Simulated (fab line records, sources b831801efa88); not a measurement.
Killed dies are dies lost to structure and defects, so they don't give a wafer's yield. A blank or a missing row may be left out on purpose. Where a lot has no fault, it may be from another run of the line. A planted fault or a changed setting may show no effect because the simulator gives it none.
What tool caused it?	flow gf180mcu	Sampling: 6 lots, 18 wafers, 2 of 602 route steps

## WHAT THE GAUGES SHOWED, per wafer
GF_CONTACT_THK_MEAS_01.
lot	measured	on	CONTACT_CVD_00_THK (nm)
L367	day 15 13:26	film_metro-01	300.5 301.2 303.8
L372	day 17 04:13	film_metro-04	298.7 298.6 297.6
L375	day 18 10:47	film_metro-04	306.8 303.3 303.6
L377	day 19 04:04	film_metro-04	455.9 452.3 453.5
L386	day 22 10:05	film_metro-04	303.8 302.1 300.9
L388	day 22 21:45	film_metro-04	300.4 297.7 299.6

## WHAT TOOL EACH LOT RAN ON (gives the tool, then ch and the chambers of the sampled wafers, and finally the start)
lot	GF_CONTACT_CVD_00
L367	hdpcvd-01 ch 0,1,2, day 15 13:23
L372	hdpcvd-01 ch 1,2, day 17 04:09
L375	hdpcvd-02 ch 0,1,2, day 18 10:43
L377	hdpcvd-02 ch 0,1,2, day 19 04:02
L386	hdpcvd-01 ch 0,1,2, day 22 10:02
L388	hdpcvd-02 ch 0,1, day 22 21:41
- GF_CONTACT_CVD_00: deposits SiO2, target thk 300 nm, time 50 s.

## THE ANSWER, worked out from the rows above alone
Rule: the usual values come from the lots themselves. The widest of any qualifying gaps counts: lots, ordered by their means at a reading, are off when they make up no more than a third of the lots, leave a main group of 4 or more, and stand apart from it by 3 or more times the standard deviation of that group's means. A main group is skipped when, at the precision printed for the reading in the tables above, its means are all equal. Also off: a lot with no number at a reading for which 4 or more lots have one. The other lots that the step has rows for count as sound.
Off: L377, seen at GF_CONTACT_THK_MEAS_01 (CONTACT_CVD_00_THK). The main group has a mean of 301.2 nm with a standard deviation of 2.2.
A tool fits if, at a process step before that reading, it ran every lot that is off, and no sound lot after the first of them. Gauges at GF_CONTACT_THK_MEAS_01: tried the same way as those tools. None of those tried fits.

## WHAT THE SIMULATOR HAD INSERTED
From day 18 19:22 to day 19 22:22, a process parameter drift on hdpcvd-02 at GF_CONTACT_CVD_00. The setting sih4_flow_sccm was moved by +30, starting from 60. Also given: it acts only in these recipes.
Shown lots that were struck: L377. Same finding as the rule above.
